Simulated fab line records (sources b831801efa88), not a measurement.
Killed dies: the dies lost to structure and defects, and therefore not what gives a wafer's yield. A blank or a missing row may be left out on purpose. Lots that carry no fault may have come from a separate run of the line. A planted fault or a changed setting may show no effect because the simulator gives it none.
fab line records | flow sky130
[record] lots = 6 | wafers = 18 | lastDay = 50
route steps=708 shown VIA4@651 METAL5@661 PAD_OPEN@708
lots that met no fault: taken from a fault-free run of the same line
startH: hours from the record's opening day to when the first of the lot's shown wafers began | waitH: hours since the lot's step before | " as in the row above | L1.1+2: one row covering several wafers at once | - no value, or no start given | * or withheld: withheld | < > ~ a bound
route shown NAME@n: a module of which the file shows steps, and the number in the route of the first | usual: mean/standard deviation of fault-free wafers | same: alike in all rows | chamber/n: place in a boat | sites: the reading at each site | _std_site: standard deviation of those values | _edge_site: outer sites' mean less inner sites' | radiusMm: how far each site lies from the wafer's centre | mask NAME#n: copy n | behind: the last tool/chamber to shape the wafer | hold: the reason the lot was held/the length of the hold in hours/how it ended | device: names the non-switching transistor (n, p or np) | end of line: the tests these same wafers got at the end of their route | for a step that has no rows: nothing shown but its recipe | killed: not the wafer's yield, but the dies lost to structure and defects at the first sort | map: the dies of a wafer, with x for killed, . for not killed, _ for no die there
set.NAME: the setting the step ran with; set.NAME@STEP: the setting that earlier step ran with | model.NAME: the simulator's own value behind a step, which no gauge read
lots at some steps of the route; a table a step, a row a wafer
services: from which hour (startH, from the record's first day; less than 0 if before it) a tool's chamber was out of use, for how many hours, and why
[[steps]]
[step SKY_VIA4_ETCH_12]
[recipe] target = SiO2 | chemistry = C4F8/O2/Ar | stopOn = TiN | maskMaterial = NOVOLAK | sourceW = 1500 | biasW = 1233 | pressureMtorr = 40 | c4f8FlowSccm = withheld | O2_flow_sccm = 6 | Ar_flow_sccm = 300 | timeS = withheld | targetDepthA = 5800
[usual] oesProductAu = 0.925/0.0044
lot.wafer | tool       | chamber | startH  | waitH | oesProductAu
L184.1    | rieDiel-04 | 2       | 1014.24 | 0.0   | 0.929
L184.2    | "          | 0       | "       | "     | 0.931
L184.5    | "          | 1       | "       | "     | 0.922
L185.3    | rieDiel-02 | 1       | 1017.14 | 0.0   | 0.925
L185.4    | "          | 1       | "       | "     | 0.927
L185.5    | "          | 3       | "       | "     | 0.929
L188.1    | rieDiel-04 | 3       | 1046.74 | 0.0   | 0.936
L188.3    | "          | 2       | "       | "     | 0.931
L188.5    | "          | 0       | "       | "     | 0.926
L198.2    | rieDiel-02 | 2       | 1104.44 | 0.0   | 0.926
L198.3    | "          | 1       | "       | "     | 0.926
L198.4    | "          | 3       | "       | "     | 0.918
L201.4    | rieDiel-04 | 3       | 1119.45 | 0.0   | 0.931
L201.5    | "          | 1       | "       | "     | 0.926
L201.6    | "          | 0       | "       | "     | 0.919
L204.2    | rieDiel-04 | 2       | 1133.39 | 0.0   | 0.919
L204.3    | "          | 0       | "       | "     | 0.922
L204.5    | "          | 2       | "       | "     | 0.922
[step SKY_VIA4_STRIP_13]
[recipe] chemistry = O2/N2 | powerW = 1400 | pressureMtorr = 1500 | platenTempC = withheld | o2FlowSccm = 3000 | n2FlowSccm = 300 | overashFraction = 0.5
[usual] drypumpMotorCurrentA = 6.1/0.52 | oesProductAu = 0.710/0.0043 | stripTimeToEndpointS = 12.795/0.029
lot.wafer | tool           | chamber | startH  | waitH | drypumpMotorCurrentA | oesProductAu | rfHoursCounterH | stripTimeToEndpointS
L184.1    | plasmaAsher-04 | 1       | 1014.32 | -     | 6.5                  | 0.712        | 23              | 12.836
L184.2    | "              | 0       | "       | "     | 6.4                  | 0.708        | 23              | 12.814
L184.5    | "              | 0       | "       | "     | 6.4                  | 0.719        | -               | 12.779
L185.3    | plasmaAsher-04 | 0       | 1017.24 | -     | 6.4                  | 0.714        | -               | 12.765
L185.4    | "              | 1       | "       | "     | 6.5                  | 0.709        | -               | 12.756
L185.5    | "              | 1       | "       | "     | 6.5                  | 0.704        | -               | 12.771
L188.1    | plasmaAsher-03 | 0       | 1046.82 | -     | 6.4                  | 0.721        | 126             | 12.799
L188.3    | "              | 1       | "       | "     | 5.3                  | 0.708        | -               | 12.724
L188.5    | "              | 1       | "       | "     | 5.3                  | 0.711        | -               | 12.792
L198.2    | plasmaAsher-04 | 0       | 1104.51 | -     | 6.4                  | 0.711        | 32              | 12.763
L198.3    | "              | 0       | "       | "     | 6.4                  | 0.707        | -               | 12.765
L198.4    | "              | 1       | "       | "     | 6.5                  | 0.712        | -               | 12.828
L201.4    | plasmaAsher-03 | 0       | 1119.55 | -     | 6.3                  | 0.705        | -               | 12.788
L201.5    | "              | 0       | "       | "     | 6.4                  | 0.709        | -               | 12.839
L201.6    | "              | 1       | "       | "     | 5.3                  | 0.710        | -               | 12.797
L204.2    | plasmaAsher-03 | 1       | 1133.46 | -     | 5.3                  | 0.713        | 7               | 12.823
L204.3    | "              | 1       | "       | "     | 5.3                  | 0.716        | -               | 12.790
L204.5    | "              | 1       | "       | "     | 5.3                  | 0.711        | -               | 12.765
[step SKY_VIA4_STRIP_14]
[recipe] chemistry = postEtchResidueRemover | timeS = 1200 | tempC = 72.5
[step SKY_VIA4_CLEAN_15]
[recipe] chemistry = IPA | timeS = 180 | tempC = 25
[step SKY_VIA4_CLEAN_16]
[recipe] chemistry = O3/DIW | dry = n2Spin
[step SKY_VIA4_SPUTTER_17]
[recipe] material = TiN | targetThkNm = 20 | chamberPressurePa = 5 | powerW = 4000 | timeS = 80
[step SKY_VIA4_CVD_18]
[recipe] material = W | targetThkNm = 505 | timeS = 152.14 | tempC = 400 | pressureTorr = 40
[usual] heaterPowerW = 826/94
lot.wafer | tool    | chamber | startH  | waitH | heaterPowerW
L184.1    | cvdW-01 | 0       | 1014.98 | 0.0   | 764
L184.2    | "       | 1       | "       | "     | 796
L184.5    | "       | 0       | "       | "     | 789
L185.3    | cvdW-02 | 1       | 1017.97 | 0.1   | 745
L185.4    | "       | 0       | "       | "     | 985
L185.5    | "       | 1       | "       | "     | 741
L188.1    | cvdW-02 | 1       | 1047.68 | 0.0   | 739
L188.3    | "       | 0       | "       | "     | 973
L188.5    | "       | 0       | "       | "     | 962
L198.2    | cvdW-02 | 0       | 1105.23 | 0.1   | 985
L198.3    | "       | 0       | "       | "     | 999
L198.4    | "       | 1       | "       | "     | 745
L201.4    | cvdW-01 | 1       | 1120.22 | 0.1   | 799
L201.5    | "       | 0       | "       | "     | 791
L201.6    | "       | 1       | "       | "     | 779
L204.2    | cvdW-01 | 1       | 1134.16 | 0.0   | 784
L204.3    | "       | 0       | "       | "     | 759
L204.5    | "       | 0       | "       | "     | 777
[step SKY_VIA4_RS_MEAS_19]
[recipe] thkMeasGauge = four-point-probe | reads = W_of_VIA4_CVD_18+TiN_of_VIA4_SPUTTER_17
[usual] VIA4_W_RS = 0.2263/0.0022
lot.wafer | tool         | chamber | startH  | waitH | VIA4_W_RS[ohm/sq]
L184.1    | filmMetro-02 | -       | 1015.14 | 0.1   | 0.2248
L184.2    | "            | -       | "       | "     | 0.2254
L184.5    | "            | -       | "       | "     | 0.2253
L185.3    | filmMetro-01 | -       | 1018.11 | 0.1   | 0.2261
L185.4    | "            | -       | "       | "     | 0.2247
L185.5    | "            | -       | "       | "     | 0.2311
L188.1    | filmMetro-01 | -       | 1047.83 | 0.1   | 0.2285
L188.3    | "            | -       | "       | "     | 0.2273
L188.5    | "            | -       | "       | "     | 0.2304
L198.2    | filmMetro-03 | -       | 1105.40 | 0.1   | 0.2284
L198.3    | "            | -       | "       | "     | 0.2279
L198.4    | "            | -       | "       | "     | 0.2314
L201.4    | filmMetro-03 | -       | 1120.38 | 0.1   | 0.2245
L201.5    | "            | -       | "       | "     | 0.2268
L201.6    | "            | -       | "       | "     | 0.2258
L204.2    | filmMetro-02 | -       | 1134.33 | 0.1   | 0.2256
L204.3    | "            | -       | "       | "     | 0.2233
L204.5    | "            | -       | "       | "     | 0.2272
[step SKY_VIA4_THK_MEAS_20]
[recipe] thkMeasGauge = xrf | reads = W_of_VIA4_CVD_18
[usual] VIA4_W_THK = 511/6.2
lot.wafer | tool         | chamber | startH  | waitH | VIA4_W_THK[nm]
L184.1    | filmMetro-02 | -       | 1015.26 | 0.1   | 511
L184.2    | "            | -       | "       | "     | 509
L184.5    | "            | -       | "       | "     | 509
L185.3    | filmMetro-01 | -       | 1018.21 | 0.1   | 514
L185.4    | "            | -       | "       | "     | 520
L185.5    | "            | -       | "       | "     | 503
L188.1    | filmMetro-01 | -       | 1047.95 | 0.1   | 508
L188.3    | "            | -       | "       | "     | 513
L188.5    | "            | -       | "       | "     | 508
L198.2    | filmMetro-03 | -       | 1105.51 | 0.1   | 512
L198.3    | "            | -       | "       | "     | 514
L198.4    | "            | -       | "       | "     | 505
L201.4    | filmMetro-03 | -       | 1120.47 | 0.1   | 520
L201.5    | "            | -       | "       | "     | 516
L201.6    | "            | -       | "       | "     | 517
L204.2    | filmMetro-02 | -       | 1134.44 | 0.1   | 510
L204.3    | "            | -       | "       | "     | 512
L204.5    | "            | -       | "       | "     | 508
[step SKY_VIA4_CMP_21]
[recipe] stopOn = SiO2 | tOverpolishS = 25 | downForcePsi = 3.5 | platenRpm = 60 | targetThkNm = 0 | padVelocityMS = 0.94248
[usual] edgeZonePressureFrac = 0.999/0.0048 | headPressurePsi = 3.501/0.0082 | motorCurrentA = 11.4/0.79 | overpolishRunS = 25.001/0.0093 | timeToEndpointS = 119/4.4
lot.wafer | tool   | chamber | startH  | waitH | edgeZonePressureFrac | headPressurePsi | motorCurrentA | overpolishRunS | timeToEndpointS
L184.1    | cmp-02 | 2       | 1015.36 | 0.1   | 1.006                | 3.518           | 10.7          | 25.015         | 120
L184.2    | "      | 1       | "       | "     | 1.008                | 3.515           | 10.7          | 24.999         | 120
L184.5    | "      | 3       | "       | "     | 1.000                | 3.497           | 12.5          | 25.011         | 124
L185.4    | cmp-02 | 0       | 1018.25 | 0.0   | 0.992                | 3.504           | 11.3          | 24.983         | 121
L185.3    | "      | 2       | "       | "     | 1.000                | 3.498           | 11.5          | 25.005         | 123
L185.5    | "      | 1       | "       | "     | 0.997                | 3.506           | 10.0          | 25.018         | 119
L188.1    | cmp-02 | 0       | 1048.01 | 0.1   | 0.997                | 3.487           | 11.9          | 25.005         | 115
L188.3    | "      | 3       | "       | "     | 0.993                | 3.498           | 11.8          | 25.013         | 116
L188.5    | "      | 0       | "       | "     | 0.999                | 3.497           | 11.4          | 24.997         | 112
L198.3    | cmp-02 | 2       | 1105.56 | 0.0   | 0.997                | 3.497           | 11.6          | 25.009         | 114
L198.2    | "      | 0       | "       | "     | 1.007                | 3.497           | 12.1          | 25.007         | 115
L198.4    | "      | 1       | "       | "     | 0.997                | 3.503           | 10.6          | 25.005         | 114
L201.4    | cmp-02 | 0       | 1120.60 | 0.1   | 1.004                | 3.496           | 11.5          | 24.996         | 117
L201.5    | "      | 2       | "       | "     | 0.997                | 3.488           | 10.9          | 25.004         | 119
L201.6    | "      | 3       | "       | "     | 0.998                | 3.507           | 11.8          | 25.013         | 123
L204.2    | cmp-01 | 1       | 1134.57 | 0.1   | 0.995                | 3.505           | 12.2          | 24.983         | 118
L204.3    | "      | 0       | "       | "     | 0.998                | 3.504           | 12.6          | 25.006         | 121
L204.5    | "      | 1       | "       | "     | 0.999                | 3.496           | 12.1          | 25.007         | 118
[step SKY_METAL5_SPUTTER_00]
[recipe] material = Ti | targetThkNm = 15 | powerW = 3000 | timeS = 10 | chamberPressurePa = 0.4
[step SKY_METAL5_SPUTTER_01]
[recipe] material = TiN | targetThkNm = 20 | powerW = 6500 | timeS = 16.7 | chamberPressurePa = 0.4
[usual] throttleValvePct = 30.1/1
lot.wafer | tool          | chamber | startH  | waitH | throttleValvePct
L184.1    | pvdSputter-01 | -       | 1015.68 | 0.0   | 31.5
L184.2    | "             | -       | "       | "     | 30.2
L184.5    | "             | -       | "       | "     | 30.5
L185.3    | pvdSputter-01 | -       | 1018.58 | 0.0   | 31.5
L185.4    | "             | -       | "       | "     | 31.0
L185.5    | "             | -       | "       | "     | 29.1
L188.1    | pvdSputter-01 | -       | 1048.33 | 0.0   | 31.5
L188.3    | "             | -       | "       | "     | 29.0
L188.5    | "             | -       | "       | "     | 31.6
L198.2    | pvdSputter-02 | -       | 1105.88 | 0.0   | 30.4
L198.3    | "             | -       | "       | "     | 29.4
L198.4    | "             | -       | "       | "     | 28.1
L201.4    | pvdSputter-02 | -       | 1120.82 | 0.0   | 29.6
L201.5    | "             | -       | "       | "     | 28.0
L201.6    | "             | -       | "       | "     | 29.4
L204.2    | pvdSputter-01 | -       | 1134.89 | 0.0   | 29.1
L204.3    | "             | -       | "       | "     | 30.7
L204.5    | "             | -       | "       | "     | 31.6
[step SKY_METAL5_SPUTTER_02]
[recipe] material = AlCu | targetThkNm = 1150 | powerW = 10600 | timeS = 61.2 | chamberPressurePa = 0.4
[usual] throttleValvePct = 30.1/1
lot.wafer | tool          | chamber | startH  | waitH | throttleValvePct | model.AlCu_of_METAL5_SPUTTER_02.thkNm
L184.1    | pvdSputter-01 | -       | 1015.71 | 0.0   | 32.1             | 1156
L184.2    | "             | -       | "       | "     | 30.1             | 1162
L184.5    | "             | -       | "       | "     | 30.0             | 1166
L185.3    | pvdSputter-01 | -       | 1018.60 | 0.0   | 31.8             | 1437
L185.4    | "             | -       | "       | "     | 30.7             | 1435
L185.5    | "             | -       | "       | "     | 29.1             | 1438
L188.1    | pvdSputter-01 | -       | 1048.36 | 0.0   | 31.5             | 1440
L188.3    | "             | -       | "       | "     | 29.0             | 1443
L188.5    | "             | -       | "       | "     | 31.9             | 1439
L198.2    | pvdSputter-02 | -       | 1105.91 | 0.0   | 30.6             | 1149
L198.3    | "             | -       | "       | "     | 29.1             | 1147
L198.4    | "             | -       | "       | "     | 28.3             | 1145
L201.4    | pvdSputter-02 | -       | 1120.85 | 0.0   | 29.5             | 1141
L201.5    | "             | -       | "       | "     | 27.9             | 1154
L201.6    | "             | -       | "       | "     | 29.3             | 1155
L204.2    | pvdSputter-01 | -       | 1134.92 | 0.0   | 29.3             | 1171
L204.3    | "             | -       | "       | "     | 30.7             | 1169
L204.5    | "             | -       | "       | "     | 31.7             | 1166
[step SKY_METAL5_SPUTTER_03]
[recipe] material = Ti | targetThkNm = 5 | powerW = 3000 | timeS = 3.3 | chamberPressurePa = 0.4086
[step SKY_METAL5_SPUTTER_04]
[recipe] material = TiN | targetThkNm = 70 | powerW = 6500 | timeS = 58.3 | chamberPressurePa = 0.4
[step SKY_METAL5_RS_MEAS_05]
[recipe] thkMeasGauge = four-point-probe | reads = TiN_of_METAL5_SPUTTER_04+Ti_of_METAL5_SPUTTER_03+AlCu_of_METAL5_SPUTTER_02+TiN_of_METAL5_SPUTTER_01+Ti_of_METAL5_SPUTTER_00
[usual] METAL5_ALCU_RS = 0.02703/0.00021
lot.wafer | tool         | chamber | startH  | waitH | METAL5_ALCU_RS[ohm/sq]
L184.1    | filmMetro-01 | -       | 1015.83 | 0.0   | 0.02692
L184.2    | "            | -       | "       | "     | 0.02677
L184.5    | "            | -       | "       | "     | 0.02669
L185.3    | filmMetro-04 | -       | 1018.76 | 0.1   | 0.02166
L185.4    | "            | -       | "       | "     | 0.0217
L185.5    | "            | -       | "       | "     | 0.02163
L188.1    | filmMetro-04 | -       | 1048.47 | 0.0   | 0.02163
L188.3    | "            | -       | "       | "     | 0.02152
L188.5    | "            | -       | "       | "     | 0.02162
L198.2    | filmMetro-04 | -       | 1106.04 | 0.0   | 0.02701
L198.3    | "            | -       | "       | "     | 0.02711
L198.4    | "            | -       | "       | "     | 0.02712
L201.4    | filmMetro-03 | -       | 1121.03 | 0.1   | 0.02733
L201.5    | "            | -       | "       | "     | 0.02694
L201.6    | "            | -       | "       | "     | 0.02697
L204.2    | filmMetro-01 | -       | 1135.06 | 0.0   | 0.02655
L204.3    | "            | -       | "       | "     | 0.02664
L204.5    | "            | -       | "       | "     | 0.02669
[step SKY_METAL5_THK_MEAS_06]
[recipe] thkMeasGauge = xrf | reads = AlCu_of_METAL5_SPUTTER_02
[usual] METAL5_ALCU_THK = 1142/10
lot.wafer | tool         | chamber | startH  | waitH | METAL5_ALCU_THK[nm]
L184.1    | filmMetro-01 | -       | 1015.95 | 0.1   | 1147
L184.2    | "            | -       | "       | "     | 1155
L184.5    | "            | -       | "       | "     | 1155
L185.3    | filmMetro-04 | -       | 1018.86 | 0.1   | 1431
L185.4    | "            | -       | "       | "     | 1425
L185.5    | "            | -       | "       | "     | 1424
L188.1    | filmMetro-04 | -       | 1048.59 | 0.1   | 1422
L188.3    | "            | -       | "       | "     | 1425
L188.5    | "            | -       | "       | "     | 1425
L198.2    | filmMetro-04 | -       | 1106.15 | 0.1   | 1134
L198.3    | "            | -       | "       | "     | 1134
L198.4    | "            | -       | "       | "     | 1135
L201.4    | filmMetro-03 | -       | 1121.12 | 0.1   | 1141
L201.5    | "            | -       | "       | "     | 1154
L201.6    | "            | -       | "       | "     | 1155
L204.2    | filmMetro-01 | -       | 1135.17 | 0.1   | 1158
L204.3    | "            | -       | "       | "     | 1152
L204.5    | "            | -       | "       | "     | 1147
[step SKY_METAL5_DEHYDRATE_07]
[recipe] tempC = 200 | timeS = 60
[step SKY_METAL5_HMDS_08]
[recipe] primeTimeS = 60 | primeTempC = 120
[step SKY_METAL5_COAT_09]
[recipe] resist = NOVOLAK | spinRpm = 3000 | resistThkNm = 1800
[step SKY_METAL5_SOFTBAKE_10]
[recipe] tempC = 90 | timeS = 60 | resist = NOVOLAK
[step SKY_METAL5_EXPOSE_11]
[recipe] maskId = MM5 | na = 0.6 | sourceShape = conventional | sigmaOuter = 0.6 | polarization = unpolarized | targetCdNm = 1600 | doseMj = 190
[step SKY_METAL5_PEB_12]
[recipe] tempC = withheld | timeS = * | resist = NOVOLAK
[step SKY_METAL5_DEVELOP_13]
[recipe] resist = NOVOLAK | developer = TMAH | developTimeS = 60 | devTempC = 23
[step SKY_METAL5_DESCUM_14]
[recipe] chemistry = O2 | sourcePowerW = 150 | biasPowerW = 0 | pressureMtorr = 10 | tempC = 40 | timeS = 11
[step SKY_METAL5_METAL_ETCH_15]
[recipe] targetDepthA = 12600 | stopOn = SiO2 | overEtchFrac = 0.2 | timeS = 252 | chemistry = Cl2/BCl3 | resistSidewallDeg = 86 | pressureMtorr = 10 | icpW = 900 | biasW = 48.5 | Cl2_flow_sccm = 60 | bcl3FlowSccm = 30
[usual] bcl3FlowSccm = 30.01/0.087 | drypumpMotorCurrentA = 5.63/0.29 | oesProductAu = 0.894/0.0048 | throttleValvePct = 22.264/0.0093
lot.wafer | tool        | chamber | startH  | waitH | bcl3FlowSccm | drypumpMotorCurrentA | oesProductAu | rfHoursCounterH | throttleValvePct
L184.1    | rieMetal-01 | 1       | 1038.17 | 0.0   | 30.12        | 6.04                 | 0.899        | 10              | 22.269
L184.2    | "           | 0       | "       | "     | 30.11        | 5.48                 | 0.893        | 6               | 22.271
L184.5    | "           | 1       | "       | "     | 30.06        | 6.02                 | 0.898        | -               | 22.262
L185.3    | rieMetal-01 | 0       | 1040.95 | 0.1   | 29.96        | 5.47                 | 0.995        | -               | 22.266
L185.4    | "           | 1       | "       | "     | 30.10        | 6.03                 | 0.997        | -               | 22.269
L185.5    | "           | 0       | "       | "     | 29.91        | 5.48                 | 0.989        | -               | 22.269
L188.1    | rieMetal-01 | 0       | 1069.69 | 0.0   | 30.02        | 5.47                 | 1.000        | 8               | 22.265
L188.3    | "           | 1       | "       | "     | 30.03        | 6.02                 | 0.997        | -               | 22.265
L188.5    | "           | 1       | "       | "     | 30.04        | 6.04                 | 1.001        | -               | 22.265
L198.2    | rieMetal-01 | 1       | 1125.34 | 0.1   | 30.17        | 6.01                 | 0.888        | -               | 22.262
L198.3    | "           | 1       | "       | "     | 29.97        | 6.00                 | 0.892        | -               | 22.263
L198.4    | "           | 1       | "       | "     | 29.95        | 6.02                 | 0.892        | -               | 22.267
L201.4    | rieMetal-03 | 0       | 1139.97 | 0.1   | 30.03        | 5.27                 | 0.884        | -               | 22.247
L201.5    | "           | 1       | "       | "     | 30.04        | 5.92                 | 0.894        | -               | 22.281
L201.6    | "           | 0       | "       | "     | 30.01        | 5.28                 | 0.895        | -               | 22.258
L204.2    | rieMetal-02 | 1       | 1152.88 | 0.0   | 30.02        | 5.59                 | 0.899        | 0               | 22.262
L204.3    | "           | 0       | "       | "     | 29.92        | 5.29                 | 0.894        | -               | 22.263
L204.5    | "           | 1       | "       | "     | 30.01        | 5.60                 | 0.892        | -               | 22.254
[step SKY_METAL5_STRIP_16]
[recipe] chemistry = O2/N2 | powerW = 1400 | pressureMtorr = 1500 | platenTempC = withheld | o2FlowSccm = 3000 | n2FlowSccm = 300 | overashFraction = 0.5
[step SKY_PAD_OPEN_PROBE_99]
lot.wafer | tool      | chamber | startH  | waitH | model.etest.met5Comb.leakLog10AUm | model.etest.met5.rsOhmSq | model.etest.met5.lineOhmUm
L184.1    | prober-02 | -       | 1085.34 | 0.1   | -12.06                            | 0.02687                  | 0.01675
L184.2    | prober-02 | -       | 1085.39 | 0.1   | -11.91                            | 0.02677                  | 0.01665
L184.5    | prober-02 | -       | 1085.54 | 0.2   | -11.77                            | 0.02684                  | 0.0168
L188.1    | prober-02 | -       | 1114.44 | 0.1   | -7.789                            | 0.02186                  | 0.01364
L188.3    | prober-02 | -       | 1114.54 | 0.2   | -7.473                            | 0.02176                  | 0.01355
L188.5    | prober-02 | -       | 1114.64 | 0.2   | -7.949                            | 0.02164                  | 0.0135
L198.2    | prober-02 | -       | 1165.76 | 0.1   | -11.81                            | 0.02691                  | 0.01678
L198.3    | prober-02 | -       | 1165.81 | 0.2   | -11.95                            | 0.02737                  | 0.01703
L198.4    | prober-02 | -       | 1165.86 | 0.2   | -12.18                            | 0.02708                  | 0.01685
L201.4    | prober-01 | -       | 1179.14 | 0.2   | -12.02                            | 0.02722                  | 0.01701
L201.5    | prober-01 | -       | 1179.19 | 0.2   | -11.97                            | 0.02692                  | 0.01689
L201.6    | prober-01 | -       | 1179.24 | 0.2   | -12.14                            | 0.02705                  | 0.01695
L204.2    | prober-02 | -       | 1189.34 | 0.1   | -12.07                            | 0.02678                  | 0.01673
L204.3    | prober-02 | -       | 1189.39 | 0.2   | -11.81                            | 0.02653                  | 0.01662
L204.5    | prober-02 | -       | 1189.49 | 0.2   | -12                               | 0.0269                   | 0.01676
// killed by level:class
L184.1 METAL1:geometricParticle:short=8 METAL2:geometricParticle:short=8 CONTACT:geometricParticle:open=7 VIA3:geometricParticle:open=7 VIA2:geometricParticle:open=6 LI_CONTACT:geometricParticle:open=6 FIELD_ISO:geometricParticle:short=5 VIA1:geometricParticle:open=4
L184.2 VIA1:geometricParticle:open=10 VIA2:geometricParticle:open=10 CONTACT:geometricParticle:open=9 VIA3:geometricParticle:open=6 CONTACT:geometricParticle:short=6 VIA2:geometricParticle:short=6 FIELD_ISO:geometricParticle:short=4 LI_CONTACT:geometricParticle:open=4
L184.5 VIA3:geometricParticle:open=13 VIA1:geometricParticle:open=10 CONTACT:geometricParticle:open=6 VIA2:geometricParticle:open=6 LI_CONTACT:geometricParticle:open=5 CONTACT:geometricParticle:short=5 VIA3:geometricParticle:short=5 POLY_GATE:geometricParticle:short=4
L198.2 LI_CONTACT:geometricParticle:open=8 VIA1:geometricParticle:open=8 CONTACT:geometricParticle:open=8 METAL1:geometricParticle:short=8 VIA2:geometricParticle:open=8 CONTACT:geometricParticle:short=6 POLY_GATE:geometricParticle:open=5 FIELD_ISO:geometricParticle:short=3
L198.3 VIA1:geometricParticle:open=16 CONTACT:geometricParticle:open=10 LI_CONTACT:geometricParticle:open=9 VIA1:geometricParticle:short=7 VIA3:geometricParticle:open=6 POLY_GATE:geometricParticle:open=4 METAL1:geometricParticle:short=4 METAL2:geometricParticle:short=4
L198.4 CONTACT:geometricParticle:open=9 METAL1:geometricParticle:short=9 VIA1:geometricParticle:open=9 VIA2:geometricParticle:open=7 POLY_GATE:geometricParticle:short=4 LI_CONTACT:geometricParticle:open=4 CONTACT:geometricParticle:short=4 FIELD_ISO:geometricParticle:open=3
L201.4 VIA1:geometricParticle:open=16 CONTACT:geometricParticle:open=9 LI_CONTACT:geometricParticle:open=7 VIA1:geometricParticle:short=7 POLY_GATE:geometricParticle:short=5 METAL1:geometricParticle:short=5 VIA3:geometricParticle:open=5 FIELD_ISO:geometricParticle:short=4
L201.5 METAL2:geometricParticle:short=9 VIA1:geometricParticle:open=9 LI_CONTACT:geometricParticle:open=8 CONTACT:geometricParticle:open=8 METAL1:geometricParticle:short=7 VIA2:geometricParticle:open=5 POLY_GATE:geometricParticle:short=5 VIA1:geometricParticle:short=5
L201.6 LI_CONTACT:geometricParticle:open=8 VIA3:geometricParticle:open=7 VIA1:geometricParticle:open=6 POLY_GATE:geometricParticle:short=5 CONTACT:geometricParticle:open=5 FIELD_ISO:geometricParticle:short=3 SPACER:geometricParticle:open=3 LI_CONTACT:geometricParticle:short=3
L204.2 CONTACT:geometricParticle:open=12 VIA1:geometricParticle:open=10 METAL2:geometricParticle:short=7 LI_CONTACT:geometricParticle:open=6 FIELD_ISO:geometricParticle:open=4 LOCAL_INTERCONNECT:geometricParticle:short=4 CONTACT:geometricParticle:short=4 VIA1:geometricParticle:short=4
L204.3 CONTACT:geometricParticle:open=13 VIA1:geometricParticle:open=12 METAL2:geometricParticle:short=10 FIELD_ISO:geometricParticle:open=6 VIA3:geometricParticle:open=6 FIELD_ISO:geometricParticle:short=5 LOCAL_INTERCONNECT:geometricParticle:short=5 VIA1:geometricParticle:short=5
L204.5 VIA1:geometricParticle:open=13 CONTACT:geometricParticle:open=8 CONTACT:geometricParticle:short=7 METAL2:geometricParticle:short=5 VIA2:geometricParticle:open=5 VIA3:geometricParticle:open=5 METAL1:geometricParticle:short=4 METAL3:geometricParticle:short=4
[[services]]
tool           | chamber | startH  | hours | kind
cmp-01         | -       | 992.53  | 2.1   | repair
plasmaAsher-04 | -       | 995.83  | 14.6  | pm
rieDiel-02     | 0       | 1011.24 | 6.9   | repair
pvdSputter-02  | -       | 1011.57 | 13.5  | repair
cvdW-02        | -       | 1013.99 | 3.8   | repair
plasmaAsher-04 | -       | 1026.18 | 3.5   | repair
rieDiel-04     | 0       | 1037.37 | 8.9   | repair
cmp-02         | -       | 1038.29 | 5.9   | pm
rieDiel-02     | -       | 1047.55 | 0.1   | repair
cvdW-01        | -       | 1052.81 | 2.8   | pm
plasmaAsher-03 | -       | 1055.25 | 9.0   | pm
cmp-02         | -       | 1058.40 | 0.7   | repair
rieMetal-01    | 1       | 1059.29 | 1.3   | repair
plasmaAsher-03 | -       | 1069.22 | 2.8   | pm
rieDiel-04     | 1       | 1076.72 | 3.4   | repair
rieDiel-02     | -       | 1081.56 | 4.1   | repair
cmp-01         | -       | 1085.30 | 4.0   | pm
rieDiel-02     | 0       | 1092.37 | 3.5   | repair
pvdSputter-01  | -       | 1094.35 | 1.6   | repair
rieDiel-04     | -       | 1100.29 | 2.8   | pm
rieDiel-04     | 2       | 1104.58 | 9.8   | repair
cvdW-01        | -       | 1104.61 | 14.6  | pm
rieDiel-02     | -       | 1115.53 | 9.4   | repair
rieMetal-01    | 0       | 1116.26 | 19.5  | repair
[[key]]
[firstSign] step = SKY_METAL5_RS_MEAS_05 | reading = METAL5_ALCU_RS | direction = down | sigmas = 26 | usual = 0.02703 | struck = 0.02163
[effect] step = SKY_METAL5_THK_MEAS_06 | reading = METAL5_ALCU_THK | direction = up | sigmas = 28 | usual = 1142 | struck = 1425
[effect] step = SKY_METAL5_METAL_ETCH_15 | reading = oesProductAu | direction = up | sigmas = 21 | usual = 0.894 | struck = 0.996
[modelEffect] step = SKY_METAL5_SPUTTER_02 | value = AlCu_of_METAL5_SPUTTER_02.thkNm | without = 1151 | struck = 1438
[modelEffect] step = SKY_PAD_OPEN_PROBE_99 | value = etest.met5Comb.leakLog10AUm | without = -12.03 | struck = -7.737
metAt SKY_METAL5_SPUTTER_02
struckWafers L185.3,L185.4,L185.5,L188.1,L188.3,L188.5
sortLeftOut L185.3,L185.4,L185.5,L188.1,L188.3,L188.5
onsetBetween 1015.71 1018.60
[fault] kind = processParameterDrift | tool = pvdSputter-01 | chamber = - | onsetH = 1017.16 | steps = SKY_METAL5_SPUTTER_02 | channel = targetThkNm | offset = 287.98 | shape = step | endH = 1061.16 | actsIn = theseRecipesOnly | stated = 1150
// sortLeftOut: the simulated sort isn't trusted on such a fault, so these wafers' sort isn't shown, and their yield isn't known
